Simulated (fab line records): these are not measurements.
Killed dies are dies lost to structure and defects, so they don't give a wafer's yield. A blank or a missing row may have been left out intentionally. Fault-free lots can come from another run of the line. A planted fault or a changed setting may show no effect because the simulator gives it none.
Comparing a struck lot with a sound one | flow sky130 | 23 steps out of a route of 708
Sound: the wafers L604.1, L604.2, L604.5. Wafers struck: L609.1, L609.3, L609.4. The cause comes at the end.
Each step with rows lists, per side, the tool, then ch with its chambers, then its first start. Under that, the readings that differ: sound wafers | struck wafers | difference of the means | sigmas: that difference in standard deviations of wafers without a fault.
alike: readings with means less than 2 such deviations apart, plus words and numbers identical on both sides. not compared: withheld readings, readings lacking a value on some wafer, bounds such as >300 that could conceal the same value, and numbers that have no deviation in the record and whose values overlap.
Wherever a step has rows on one side only, a row that says differs or no value, or a row with sigmas, the two part there. Numbers that have no deviation but don't overlap get no sigmas and don't part them. A reading missing from all wafers of one side parts the sides only when that side holds two or more wafers.

first, 6 steps without rows for these wafers: SKY_VT_ADJUST_LVTN_HMDS_12 (prime time 60 s); SKY_VT_ADJUST_LVTN_COAT_13 (resist thk 1140 nm); SKY_VT_ADJUST_LVTN_SOFTBAKE_14 (time 60 s); SKY_VT_ADJUST_LVTN_EXPOSE_15 (exposes mask HVN STD DERIVED, target cd 600 nm); SKY_VT_ADJUST_LVTN_PEB_16; SKY_VT_ADJUST_LVTN_DEVELOP_17 (develop time 60 s).
SKY_VT_ADJUST_LVTN_OVL_MEAS_18:
  sound: overlay-02 at day 8 01:02; struck: overlay-01 at day 9 12:27
  alike: VT_ADJUST_LVTN_01_OVL
after that, 1 step had no rows for these wafers: SKY_VT_ADJUST_LVTN_IMPLANT_19.
SKY_VT_ADJUST_LVTN_STRIP_20: strips in O2/N2.
  sound on plasma_asher-02 ch 0,1, day 8 01:13; struck on plasma_asher-02 ch 0,1, day 9 12:38
  alike: drypump_motor_current_A, oes_product_au, strip_time_to_endpoint_s
  not compared: rf_hours_counter_h
SKY_VT_ADJUST_LVTN_TW_MEAS_21:
  sound: film_metro-02 at day 8 01:19; struck: film_metro-02 at day 9 12:44
  alike: VT_ADJUST_LVTN_2_TW
then, 2 steps without rows for these wafers: SKY_VT_ADJUST_NCORE_DEHYDRATE_00 (time 60 s); SKY_VT_ADJUST_NCORE_HMDS_01 (prime time 60 s).
SKY_VT_ADJUST_NCORE_COAT_02: resist thk 1140 nm.
  sound on litho_track-01 ch 0, day 8 11:41; struck on litho_track-01 ch 0, day 9 23:38
  reading                                              | sound                | struck               | difference | sigmas
  spin_speed_rpm (rpm)                                 | 3002.6 3000.2 3000.2 | 2849.5 2853.8 2848.5 | -150.4     | -84
  model.NOVOLAK_of_VT_ADJUST_NCORE_COAT_02.thk_nm (nm) | 1142 1144 1144       | 1167 1165 1166       | +23        |
  alike: dispense_pressure_kPa, resist_line_temp_C
then, 3 steps without rows for these wafers: SKY_VT_ADJUST_NCORE_SOFTBAKE_03 (time 60 s); SKY_VT_ADJUST_NCORE_EXPOSE_04 (exposes mask LVTN COMPLEMENT THIN, target cd 380 nm); SKY_VT_ADJUST_NCORE_PEB_05.
SKY_VT_ADJUST_NCORE_DEVELOP_06: develop time 60 s.
  sound on litho_track-02 ch 0, day 8 22:09; struck on litho_track-01 ch 0, day 10 11:14
  reading                                              | sound          | struck         | difference | sigmas
  model.NOVOLAK_of_VT_ADJUST_NCORE_COAT_02.thk_nm (nm) | 1141 1144 1143 | 1167 1164 1165 | +23        |
  alike: developer_temp_C, resist_line_temp_C
SKY_VT_ADJUST_NCORE_CD_MEAS_07 targets a cd of 380 nm.
  sound: cd_sem-02 at day 8 22:18; struck: cd_sem-02 at day 10 11:23
  alike: cd_nm
SKY_VT_ADJUST_NCORE_OVL_MEAS_08:
  sound: overlay-02 at day 8 22:25; struck: overlay-01 at day 10 11:30
  alike: VT_ADJUST_NCORE_OVL
after that, 1 step had no rows for these wafers: SKY_VT_ADJUST_NCORE_IMPLANT_09.
SKY_VT_ADJUST_NCORE_STRIP_10: strips in O2/N2.
  sound on plasma_asher-01 ch 0,1, day 8 22:37; struck on plasma_asher-04 ch 0,1, day 10 11:41
  reading                      | sound             | struck            | difference | sigmas
  strip_time_to_endpoint_s (s) | 14.20 14.23 14.24 | 14.46 14.43 14.44 | +0.22      | +5
  alike: drypump_motor_current_A, oes_product_au
  not compared: rf_hours_counter_h
SKY_VT_ADJUST_NCORE_TW_MEAS_11:
  sound: film_metro-04 at day 8 22:43; struck: film_metro-03 at day 10 11:47
  alike: VT_ADJUST_NCORE_TW
-- here the record skips 37 days between the struck wafers' starts before and after, leaving off in module VT_ADJUST_NCORE and picking up in module PAD_OPEN (first step shown: number 708 of the route) --
SKY_PAD_OPEN_PROBE_99:
  the record has rows for the struck wafers here (prober-02, day 47 10:47) and none for the sound ones

## WHERE THEY PART
First at SKY_VT_ADJUST_NCORE_COAT_02; last, within this record, at SKY_PAD_OPEN_PROBE_99.

WHY: the cause the simulator had injected
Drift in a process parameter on litho_track-01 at SKY_VT_ADJUST_NCORE_COAT_02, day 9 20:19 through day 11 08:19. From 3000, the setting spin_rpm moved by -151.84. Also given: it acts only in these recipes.
